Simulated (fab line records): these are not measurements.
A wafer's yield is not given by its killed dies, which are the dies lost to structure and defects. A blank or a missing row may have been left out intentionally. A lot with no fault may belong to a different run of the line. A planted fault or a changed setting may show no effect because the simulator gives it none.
fab line records	flow sky130
[record] lots = 24	wafers = 72	last_day = 50
route steps=708 shown VT_ADJUST_HVTR@139 VIA1@472 METAL5@665 PAD_OPEN@707
lots that met no fault: taken from a fault-free run of the same line
start_h: start of the lot's first displayed wafer, in hours after the record's first day	wait_h: hours from the lot's prior step to this one	" the same as in the row above	L1.1+2: several wafers, shown together as one row	- no value, or no start was given	* or withheld: withheld	< > ~ a bound
route shown NAME@n: NAME is a module with steps in the file, n the number in the route of the first one	usual: mean and standard deviation over wafers with no fault	same: alike in all rows	chamber/n: place in a boat	sites: readings site by site	_std_site: how widely they spread, as a standard deviation	_edge_site: mean of outer sites minus mean of inner sites	radius_mm: how far each site lies from the wafer's centre	mask NAME#n: copy n	behind: the most recent tool/chamber to have shaped the wafer	hold: why the lot went on hold/how many hours it stayed there/how the hold came to an end	device: transistor that didn't switch, given as n, p or np	end of line: the same wafers' tests at the end of the route	for a step that has no rows: nothing shown but its recipe	killed: at the first sort, the dies lost to defects and structure; wafer yield is something else	map: dies across one wafer; x = killed, . = not, _ = none there
set.NAME: the setting as run; set.NAME@STEP: as run at that earlier step	model.NAME: the simulator's own value behind a step, which no gauge read
route steps across a sampled set of lots; one table per step, one row per wafer
services: the hour from which a tool's chamber was out of use, counted from the record's first day as start_h (under 0 if before that day), plus the number of hours and why
[[steps]]
[step SKY_VT_ADJUST_HVTR_OVL_MEAS_08]
[usual] VT_ADJUST_HVTR_OVL = -0.2/1.6
lot.wafer	tool	chamber	start_h	wait_h	VT_ADJUST_HVTR_OVL[nm]
L074.1	overlay-02	-	206.75	0.1	-0.1
L074.4	"	-	"	"	-1.0
L074.6	"	-	"	"	-3.4
L075.2	overlay-01	-	214.13	0.1	-2.2
L075.4	"	-	"	"	-3.4
L075.5	"	-	"	"	-3.9
L076.2	overlay-01	-	217.16	0.1	0.1
L076.3	"	-	"	"	1.0
L076.5	"	-	"	"	3.1
L077.2	overlay-02	-	227.82	0.1	-1.1
L077.4	"	-	"	"	-0.3
L077.5	"	-	"	"	-3.2
L078.1	overlay-02	-	251.89	0.1	-1.0
L078.2	"	-	"	"	-1.0
L078.3	"	-	"	"	-0.2
L079.2	overlay-01	-	257.77	0.1	-3.9
L079.4	"	-	"	"	-1.5
L079.6	"	-	"	"	-0.5
L080.2	overlay-01	-	258.18	0.1	-2.0
L080.3	"	-	"	"	0.6
L080.6	"	-	"	"	0.2
L081.2	overlay-02	-	266.33	0.1	-0.8
L081.3	"	-	"	"	0.1
L081.6	"	-	"	"	2.1
L082.1	overlay-01	-	266.56	0.1	-1.1
L082.3	"	-	"	"	-0.5
L082.6	"	-	"	"	-0.3
L083.2	overlay-01	-	276.87	0.1	-1.6
L083.3	"	-	"	"	0.7
L083.4	"	-	"	"	-1.0
L084.1	overlay-02	-	284.25	0.1	0.1
L084.2	"	-	"	"	-0.1
L084.5	"	-	"	"	0.2
L085.1	overlay-01	-	289.97	0.1	-0.9
L085.2	"	-	"	"	-2.2
L085.4	"	-	"	"	-1.9
L086.3	overlay-01	-	299.22	0.1	-0.3
L086.5	"	-	"	"	-0.8
L086.6	"	-	"	"	1.8
L087.1	overlay-02	-	303.16	0.1	1.8
L087.2	"	-	"	"	2.7
L087.4	"	-	"	"	1.6
L088.2	overlay-01	-	305.77	0.1	0.2
L088.3	"	-	"	"	-0.9
L088.6	"	-	"	"	-1.2
L089.1	overlay-01	-	313.05	0.1	-0.2
L089.4	"	-	"	"	0.0
L089.5	"	-	"	"	0.1
L090.1	overlay-01	-	318.86	0.1	0.0
L090.2	"	-	"	"	1.7
L090.6	"	-	"	"	1.6
L091.2	overlay-02	-	327.57	0.1	-0.6
L091.3	"	-	"	"	2.0
L091.5	"	-	"	"	-0.2
L092.1	overlay-01	-	336.12	0.1	-1.9
L092.2	"	-	"	"	-1.9
L092.4	"	-	"	"	-2.9
L093.2	overlay-02	-	342.72	0.1	0.4
L093.5	"	-	"	"	1.8
L093.6	"	-	"	"	-0.8
L094.1	overlay-02	-	354.25	0.1	1.0
L094.2	"	-	"	"	0.7
L094.4	"	-	"	"	-0.4
L095.2	overlay-01	-	365.87	0.1	-0.4
L095.3	"	-	"	"	-2.1
L095.4	"	-	"	"	-1.8
L096.2	overlay-02	-	371.58	0.1	1.3
L096.4	"	-	"	"	2.1
L096.6	"	-	"	"	3.6
L097.2	overlay-01	-	371.67	0.1	-0.2
L097.5	"	-	"	"	-2.1
L097.6	"	-	"	"	-2.6
[step SKY_VIA1_ETCH_14]
[recipe] chemistry = N2/H2	target = BARC	ion_energy_ev = 200	source_w = 500	bias_w = 100	pressure_mtorr = 30	n2_flow_sccm = 100	h2_flow_sccm = 200	stop_on = SiO2	time_s = 45.9	target_depth_a = 600
[usual] bias_w = 99.97/0.3	drypump_motor_current_A = 5.9/0.4	oes_product_au = 0.856/0.0042	rf_fwd_power_W = 494.3/1.8	throttle_valve_pct = 13.226/0.009
[same] time_s = 45.9
lot.wafer	tool	chamber	start_h	wait_h	bias_w	drypump_motor_current_A	oes_product_au	rf_fwd_power_W	rf_hours_counter_h	throttle_valve_pct
L075.2	rie_diel-03	0	823.91	0.0	99.85	6.5	0.861	498.6	22	13.232
L075.4	"	1	"	"	100.25	6.3	0.851	493.8	17	13.222
L075.5	"	0	"	"	100.02	6.5	0.850	498.3	-	13.210
L074.1	rie_diel-02	1	825.59	0.0	100.38	6.2	0.854	496.0	4	13.219
L074.4	"	0	"	"	100.26	5.3	0.855	494.4	9	13.244
L074.6	"	0	"	"	99.75	5.3	0.858	496.6	-	13.239
L076.2	rie_diel-03	1	828.41	0.0	99.94	6.3	0.861	494.6	17	13.235
L076.3	"	2	"	"	100.05	5.5	0.862	496.5	9	13.239
L076.5	"	3	"	"	99.90	6.1	0.857	494.9	-	13.217
L077.2	rie_diel-02	2	830.20	0.0	99.81	5.6	0.855	494.7	1	13.235
L077.4	"	3	"	"	99.89	5.5	0.851	489.4	2	13.237
L077.5	"	1	"	"	100.03	6.2	0.851	495.8	-	13.217
L078.1	rie_diel-02	3	839.29	0.0	100.27	5.5	0.854	494.2	2	13.226
L078.2	"	0	"	"	100.05	5.3	0.854	491.2	9	13.252
L078.3	"	2	"	"	100.00	5.6	0.845	493.6	1	13.219
L079.2	rie_diel-04	0	848.95	0.0	99.56	6.2	0.855	492.2	7	13.230
L079.4	"	2	"	"	100.35	6.1	0.855	493.3	22	13.233
L079.6	"	0	"	"	99.69	6.2	0.852	493.0	-	13.242
L080.2	rie_diel-04	1	857.40	0.0	99.70	6.0	0.857	496.0	10	13.224
L080.3	"	3	"	"	99.81	5.4	0.857	497.3	13	13.232
L080.6	"	3	"	"	100.12	5.4	0.855	495.8	-	13.227
L081.2	rie_diel-03	3	859.85	0.0	100.25	6.2	0.860	492.8	8	13.211
L081.3	"	1	"	"	100.24	6.3	0.859	494.6	18	13.226
L081.6	"	3	"	"	99.90	6.2	0.858	491.9	-	13.230
L082.1	rie_diel-04	2	860.24	0.0	99.98	6.2	0.852	497.5	23	13.230
L082.3	"	3	"	"	99.59	5.4	0.851	495.8	13	13.231
L082.6	"	3	"	"	100.19	5.4	0.855	492.0	-	13.229
L083.2	rie_diel-02	3	870.25	0.0	100.07	5.5	0.857	492.4	2	13.228
L083.3	"	2	"	"	99.54	5.6	0.852	494.0	2	13.239
L083.4	"	0	"	"	100.51	5.2	0.853	493.5	10	13.220
L084.1	rie_diel-03	3	882.29	0.0	99.74	6.2	0.855	492.7	8	13.217
L084.2	"	2	"	"	100.28	5.5	0.858	498.1	11	13.235
L084.5	"	1	"	"	100.26	6.3	0.860	492.9	-	13.237
L085.1	rie_diel-02	1	887.70	0.0	100.05	6.2	0.852	492.7	5	13.221
L085.2	"	0	"	"	100.26	5.3	0.852	491.7	10	13.229
L085.4	"	2	"	"	100.69	5.6	0.853	492.0	3	13.235
L086.3	rie_diel-02	1	891.11	0.0	100.31	6.2	0.862	496.1	6	13.227
L086.5	"	0	"	"	100.21	5.3	0.854	495.9	-	13.230
L086.6	"	3	"	"	99.91	5.5	0.851	494.1	-	13.235
L087.1	rie_diel-04	2	895.24	0.0	99.65	6.1	0.860	496.7	24	13.219
L087.2	"	0	"	"	99.62	6.2	0.858	491.4	8	13.222
L087.4	"	3	"	"	99.98	5.4	0.843	494.1	15	13.222
L088.2	rie_diel-04	1	906.61	0.0	99.59	6.0	0.857	497.2	11	13.221
L088.3	"	3	"	"	99.99	5.4	0.856	494.8	15	13.242
L088.6	"	0	"	"	99.81	6.2	0.850	493.7	-	13.221
L089.1	rie_diel-02	2	908.36	0.0	100.25	5.5	0.854	491.7	3	13.213
L089.4	"	1	"	"	99.97	6.2	0.852	496.6	6	13.227
L089.5	"	0	"	"	100.12	5.3	0.851	494.5	-	13.213
L090.1	rie_diel-04	1	913.11	0.0	99.71	6.0	0.860	496.5	12	13.242
L090.2	"	3	"	"	99.53	5.4	0.853	492.5	15	13.228
L090.6	"	3	"	"	99.79	5.4	0.864	492.9	-	13.226
L091.2	rie_diel-02	2	919.24	0.0	100.14	5.6	0.864	494.1	3	13.229
L091.3	"	0	"	"	100.17	5.3	0.857	492.1	11	13.213
L091.5	"	2	"	"	99.76	5.6	0.848	493.6	-	13.222
L092.1	rie_diel-03	3	930.45	0.0	99.63	6.2	0.855	495.6	10	13.226
L092.2	"	0	"	"	99.43	6.5	0.859	493.3	25	13.219
L092.4	"	2	"	"	99.77	5.5	0.850	495.6	12	13.229
L093.2	rie_diel-04	0	938.51	0.0	99.64	6.2	0.854	491.7	10	13.224
L093.5	"	3	"	"	100.31	5.4	0.861	493.3	-	13.223
L093.6	"	0	"	"	99.76	6.2	0.847	491.7	-	13.227
L094.1	rie_diel-03	2	949.14	0.0	99.96	5.5	0.859	496.0	13	13.217
L094.2	"	1	"	"	99.91	6.3	0.866	492.9	21	13.224
L094.4	"	0	"	"	99.95	6.5	0.857	494.5	26	13.233
L095.2	rie_diel-04	3	958.56	0.0	100.08	5.4	0.851	496.7	16	13.203
L095.3	"	0	"	"	99.97	6.2	0.853	493.8	10	13.213
L095.4	"	1	"	"	100.04	6.0	0.862	491.5	13	13.238
L097.2	rie_diel-02	1	960.30	0.0	99.68	6.2	0.853	494.4	7	13.226
L097.5	"	2	"	"	99.48	5.5	0.858	493.7	-	13.227
L097.6	"	1	"	"	99.77	6.2	0.857	493.8	-	13.220
L096.2	rie_diel-02	1	964.40	0.0	100.01	6.2	0.858	492.7	8	13.228
L096.4	"	3	"	"	99.88	5.5	0.860	493.5	5	13.212
L096.6	"	2	"	"	100.49	5.6	0.857	490.8	-	13.204
[step SKY_VIA1_CVD_21]
[recipe] material = W	target_thk_nm = 270	time_s = 80.902	temp_c = 400	pressure_torr = 40
[usual] heater_power_outer_w = 510/27	heater_power_w = 835/43
[same] time_s = 80.902
lot.wafer	tool	chamber	start_h	wait_h	heater_power_outer_w	heater_power_w
L075.2	cvd_w-01	0	824.65	0.0	542	861
L075.4	"	0	"	"	556	879
L075.5	"	0	"	"	544	905
L074.1	cvd_w-01	0	826.33	0.0	549	881
L074.4	"	0	"	"	552	909
L074.6	"	1	"	"	481	800
L076.2	cvd_w-01	0	829.15	0.0	534	890
L076.3	"	0	"	"	529	909
L076.5	"	0	"	"	534	880
L077.2	cvd_w-02	0	830.94	0.0	526	879
L077.4	"	1	"	"	511	819
L077.5	"	0	"	"	533	892
L078.1	cvd_w-01	1	840.03	0.0	473	779
L078.2	"	0	"	"	536	874
L078.3	"	0	"	"	551	883
L079.2	cvd_w-01	1	849.73	0.0	492	774
L079.4	"	0	"	"	540	863
L079.6	"	0	"	"	538	851
L080.2	cvd_w-02	1	858.14	0.0	502	819
L080.3	"	0	"	"	525	883
L080.6	"	1	"	"	494	808
L081.2	cvd_w-02	0	860.59	0.0	514	857
L081.3	"	1	"	"	517	821
L081.6	"	0	"	"	523	872
L082.1	cvd_w-01	0	861.01	0.0	525	876
L082.3	"	0	"	"	545	889
L082.6	"	1	"	"	478	780
L083.2	cvd_w-01	1	871.00	0.0	479	794
L083.3	"	1	"	"	491	796
L083.4	"	0	"	"	556	886
L084.1	cvd_w-02	1	883.06	0.0	517	802
L084.2	"	0	"	"	520	868
L084.5	"	1	"	"	514	818
L085.1	cvd_w-01	1	888.44	0.0	476	798
L085.2	"	0	"	"	537	851
L085.4	"	1	"	"	474	784
L086.3	cvd_w-02	0	891.88	0.1	539	896
L086.5	"	1	"	"	515	826
L086.6	"	0	"	"	526	882
L087.1	cvd_w-01	1	895.98	0.0	468	798
L087.2	"	0	"	"	560	890
L087.4	"	1	"	"	464	791
L088.2	cvd_w-01	1	907.44	0.1	478	767
L088.3	"	1	"	"	472	776
L088.6	"	1	"	"	479	795
L089.1	cvd_w-01	0	909.65	0.1	545	911
L089.4	"	1	"	"	474	800
L089.5	"	1	"	"	495	784
L090.1	cvd_w-01	1	913.89	0.0	478	823
L090.2	"	0	"	"	542	883
L090.6	"	1	"	"	493	802
L091.2	cvd_w-02	0	920.03	0.0	505	817
L091.3	"	1	"	"	507	786
L091.5	"	0	"	"	494	850
L092.1	cvd_w-02	1	931.26	0.0	504	777
L092.2	"	0	"	"	510	840
L092.4	"	0	"	"	487	840
L093.2	cvd_w-01	1	939.34	0.0	468	805
L093.5	"	0	"	"	547	891
L093.6	"	1	"	"	478	797
L094.1	cvd_w-01	1	949.94	0.0	477	787
L094.2	"	0	"	"	545	892
L094.4	"	1	"	"	490	787
L095.2	cvd_w-02	1	959.34	0.0	499	788
L095.3	"	0	"	"	504	837
L095.4	"	1	"	"	499	781
L097.2	cvd_w-02	0	961.05	0.0	489	851
L097.5	"	0	"	"	500	859
L097.6	"	1	"	"	486	787
L096.2	cvd_w-01	1	965.21	0.0	473	801
L096.4	"	0	"	"	534	885
L096.6	"	0	"	"	547	874
[step SKY_METAL5_SPUTTER_04]
[recipe] material = TiN	target_thk_nm = 70	power_w = 6500	time_s = 58.3	chamber_pressure_pa = 0.4
[usual] throttle_valve_pct = 30.2/0.88
[same] time_s = 58.3
lot.wafer	tool	chamber	start_h	wait_h	throttle_valve_pct
L075.2	pvd_sputter-04	-	1033.06	0.0	29.9
L075.4	"	-	"	"	30.8
L075.5	"	-	"	"	30.5
L074.1	pvd_sputter-01	-	1036.21	0.0	29.6
L074.4	"	-	"	"	30.9
L074.6	"	-	"	"	30.8
L076.2	pvd_sputter-01	-	1040.40	0.0	30.9
L076.3	"	-	"	"	30.9
L076.5	"	-	"	"	30.5
L077.2	pvd_sputter-04	-	1041.66	0.0	30.1
L077.4	"	-	"	"	29.5
L077.5	"	-	"	"	30.0
L078.1	pvd_sputter-04	-	1048.76	0.0	30.6
L078.2	"	-	"	"	29.7
L078.3	"	-	"	"	29.1
L079.2	pvd_sputter-01	-	1054.99	0.0	30.5
L079.4	"	-	"	"	29.5
L079.6	"	-	"	"	29.4
L080.2	pvd_sputter-03	-	1067.17	0.0	32.2
L080.3	"	-	"	"	29.7
L080.6	"	-	"	"	32.1
L081.2	pvd_sputter-04	-	1068.09	0.0	30.2
L081.3	"	-	"	"	29.9
L081.6	"	-	"	"	30.3
L082.1	pvd_sputter-01	-	1068.12	0.0	31.1
L082.3	"	-	"	"	30.6
L082.6	"	-	"	"	30.8
L083.2	pvd_sputter-04	-	1075.89	0.0	30.0
L083.3	"	-	"	"	29.5
L083.4	"	-	"	"	30.0
L084.1	pvd_sputter-03	-	1083.59	0.0	30.6
L084.2	"	-	"	"	30.2
L084.5	"	-	"	"	30.7
L085.1	pvd_sputter-01	-	1090.11	0.0	29.7
L085.2	"	-	"	"	30.4
L085.4	"	-	"	"	31.3
L086.3	pvd_sputter-03	-	1092.21	0.0	30.6
L086.5	"	-	"	"	32.4
L086.6	"	-	"	"	30.2
L087.1	pvd_sputter-01	-	1094.17	0.0	28.9
L087.2	"	-	"	"	29.3
L087.4	"	-	"	"	30.9
L088.2	pvd_sputter-01	-	1101.33	0.0	29.5
L088.3	"	-	"	"	31.0
L088.6	"	-	"	"	28.8
L089.1	pvd_sputter-01	-	1106.23	0.0	31.0
L089.4	"	-	"	"	30.7
L089.5	"	-	"	"	30.7
L090.1	pvd_sputter-01	-	1110.91	0.0	29.7
L090.2	"	-	"	"	30.7
L090.6	"	-	"	"	31.0
L091.2	pvd_sputter-03	-	1115.92	0.0	29.8
L091.3	"	-	"	"	30.9
L091.5	"	-	"	"	32.5
L092.1	pvd_sputter-03	-	1122.61	0.0	30.1
L092.2	"	-	"	"	30.8
L092.4	"	-	"	"	29.8
L093.2	pvd_sputter-04	-	1130.97	0.0	29.5
L093.5	"	-	"	"	29.8
L093.6	"	-	"	"	30.1
L094.1	pvd_sputter-04	-	1138.70	0.0	29.5
L094.2	"	-	"	"	29.9
L094.4	"	-	"	"	30.5
L095.2	pvd_sputter-01	-	1143.24	0.0	29.4
L095.3	"	-	"	"	28.7
L095.4	"	-	"	"	30.7
L097.2	pvd_sputter-01	-	1147.35	0.0	28.7
L097.5	"	-	"	"	28.8
L097.6	"	-	"	"	30.9
L096.2	pvd_sputter-01	-	1152.02	0.0	28.8
L096.4	"	-	"	"	30.9
L096.6	"	-	"	"	29.4
[step SKY_METAL5_THK_MEAS_06]
[recipe] thk_meas_gauge = xrf	reads = AlCu_of_METAL5_SPUTTER_02
[usual] METAL5_ALCU_THK = 1169/17
lot.wafer	tool	chamber	start_h	wait_h	METAL5_ALCU_THK[nm]
L075.2	film_metro-01	-	1033.24	0.1	1160
L075.4	"	-	"	"	1175
L075.5	"	-	"	"	1172
L074.1	film_metro-01	-	1036.37	0.1	1169
L074.4	"	-	"	"	1146
L074.6	"	-	"	"	1164
L076.2	film_metro-02	-	1040.58	0.1	1162
L076.3	"	-	"	"	1164
L076.5	"	-	"	"	1170
L077.2	film_metro-04	-	1041.84	0.1	1198
L077.4	"	-	"	"	1188
L077.5	"	-	"	"	1183
L078.1	film_metro-02	-	1048.92	0.1	1186
L078.2	"	-	"	"	1177
L078.3	"	-	"	"	1177
L079.2	film_metro-01	-	1055.17	0.1	1136
L079.4	"	-	"	"	1166
L079.6	"	-	"	"	1147
L080.2	film_metro-04	-	1067.35	0.1	1173
L080.3	"	-	"	"	1190
L080.6	"	-	"	"	1170
L081.2	film_metro-02	-	1068.27	0.1	1168
L081.3	"	-	"	"	1169
L081.6	"	-	"	"	1181
L082.1	film_metro-04	-	1068.29	0.1	1175
L082.3	"	-	"	"	1178
L082.6	"	-	"	"	1197
L083.2	film_metro-02	-	1076.06	0.1	1174
L083.3	"	-	"	"	1187
L083.4	"	-	"	"	1170
L084.1	film_metro-01	-	1083.76	0.1	1159
L084.2	"	-	"	"	1155
L084.5	"	-	"	"	1153
L085.1	film_metro-02	-	1090.28	0.1	1152
L085.2	"	-	"	"	1150
L085.4	"	-	"	"	1150
L086.3	film_metro-01	-	1092.40	0.1	1138
L086.5	"	-	"	"	1125
L086.6	"	-	"	"	1129
L087.1	film_metro-01	-	1094.34	0.1	1148
L087.2	"	-	"	"	1150
L087.4	"	-	"	"	1140
L088.2	film_metro-02	-	1101.51	0.1	1155
L088.3	"	-	"	"	1157
L088.6	"	-	"	"	1144
L089.1	film_metro-02	-	1106.40	0.1	1161
L089.4	"	-	"	"	1153
L089.5	"	-	"	"	1154
L090.1	film_metro-01	-	1111.08	0.1	1165
L090.2	"	-	"	"	1162
L090.6	"	-	"	"	1164
L091.2	film_metro-02	-	1116.10	0.1	1161
L091.3	"	-	"	"	1172
L091.5	"	-	"	"	1164
L092.1	film_metro-02	-	1122.78	0.1	1157
L092.2	"	-	"	"	1156
L092.4	"	-	"	"	1179
L093.2	film_metro-02	-	1131.14	0.1	1189
L093.5	"	-	"	"	1194
L093.6	"	-	"	"	1176
L094.1	film_metro-01	-	1138.87	0.1	1170
L094.2	"	-	"	"	1164
L094.4	"	-	"	"	1164
L095.2	film_metro-04	-	1143.42	0.1	1183
L095.3	"	-	"	"	1199
L095.4	"	-	"	"	1189
L097.2	film_metro-04	-	1147.53	0.1	1193
L097.5	"	-	"	"	1180
L097.6	"	-	"	"	1181
L096.2	film_metro-04	-	1152.20	0.1	1199
L096.4	"	-	"	"	1196
L096.6	"	-	"	"	1194
[step SKY_PAD_OPEN_BOW_MEAS_13]
[recipe] mode = bow
[usual] PAD_OPEN_BOW = 47/10
lot.wafer	tool	chamber	start_h	wait_h	PAD_OPEN_BOW[um]
L075.2	film_metro-01	-	1099.46	-	38
L075.4	"	-	"	"	30
L075.5	"	-	"	"	43
L074.1	film_metro-02	-	1102.35	-	35
L074.4	"	-	"	"	41
L074.6	"	-	"	"	31
L076.2	film_metro-01	-	1108.31	-	37
L076.3	"	-	"	"	49
L076.5	"	-	"	"	56
L077.2	film_metro-02	-	1109.81	-	42
L077.4	"	-	"	"	40
L077.5	"	-	"	"	27
L078.1	film_metro-02	-	1115.61	-	53
L078.2	"	-	"	"	49
L078.3	"	-	"	"	43
L079.2	film_metro-03	-	1119.40	-	41
L079.4	"	-	"	"	38
L079.6	"	-	"	"	48
L080.2	film_metro-02	-	1132.08	-	50
L080.3	"	-	"	"	40
L080.6	"	-	"	"	47
L081.2	film_metro-02	-	1133.68	-	39
L081.3	"	-	"	"	22
L081.6	"	-	"	"	38
L082.1	film_metro-01	-	1133.98	-	60
L082.3	"	-	"	"	41
L082.6	"	-	"	"	45
L083.2	film_metro-03	-	1139.64	-	62
L083.3	"	-	"	"	53
L083.4	"	-	"	"	69
L084.1	film_metro-02	-	1146.90	-	55
L084.2	"	-	"	"	49
L084.5	"	-	"	"	56
L085.1	film_metro-02	-	1153.13	-	38
L085.2	"	-	"	"	44
L085.4	"	-	"	"	44
L086.3	film_metro-02	-	1155.07	-	32
L086.5	"	-	"	"	40
L086.6	"	-	"	"	46
L087.1	film_metro-01	-	1158.23	-	46
L087.2	"	-	"	"	38
L087.4	"	-	"	"	42
L088.2	film_metro-01	-	1163.02	-	60
L088.3	"	-	"	"	57
L088.6	"	-	"	"	70
L089.1	film_metro-01	-	1167.64	-	43
L089.4	"	-	"	"	39
L089.5	"	-	"	"	50
L090.1	film_metro-03	-	1171.10	-	55
L090.2	"	-	"	"	61
L090.6	"	-	"	"	51
L091.2	film_metro-01	-	1175.42	-	37
L091.3	"	-	"	"	45
L091.5	"	-	"	"	40
L092.1	film_metro-01	-	1180.55	-	55
L092.2	"	-	"	"	52
L092.4	"	-	"	"	47
L093.2	film_metro-01	-	1188.33	-	34
L093.5	"	-	"	"	35
L093.6	"	-	"	"	37
L094.1	film_metro-02	-	1194.06	-	60
L094.2	"	-	"	"	40
L094.4	"	-	"	"	57
L095.2	film_metro-01	-	1197.39	-	68
L095.3	"	-	"	"	69
L095.4	"	-	"	"	54
L097.2	film_metro-03	-	1201.54	-	70
L097.5	"	-	"	"	54
L097.6	"	-	"	"	57
L096.2	film_metro-02	-	1205.70	-	46
L096.4	"	-	"	"	49
L096.6	"	-	"	"	55
[[services]]
tool	chamber	start_h	hours	kind
rie_diel-02	-	801.33	6.2	repair
cvd_w-02	-	846.81	1.0	repair
rie_diel-04	-	857.98	0.7	repair
rie_diel-04	0	859.34	7.8	repair
cvd_w-02	-	866.91	0.7	repair
cvd_w-02	-	871.97	3.8	pm
pvd_sputter-01	-	893.72	3.4	repair
rie_diel-02	-	901.98	0.7	repair
cvd_w-01	0	902.74	6.5	repair
cvd_w-02	-	904.00	14.0	pm
cvd_w-02	0	947.39	2.8	repair
rie_diel-02	1	951.30	4.8	repair
pvd_sputter-01	-	954.67	3.9	repair
rie_diel-02	2	955.61	1.7	repair
rie_diel-02	3	955.70	7.2	repair
rie_diel-02	2	983.58	13.8	repair
pvd_sputter-01	-	1003.75	2.3	repair
rie_diel-02	-	1060.15	15.6	pm
cvd_w-02	-	1061.46	0.7	repair
pvd_sputter-01	-	1099.34	0.6	repair
pvd_sputter-01	-	1108.35	2.0	repair
pvd_sputter-01	-	1109.12	1.2	repair
cvd_w-01	1	1128.44	6.7	repair
cvd_w-01	-	1150.93	2.1	repair
[[key]]
fault none
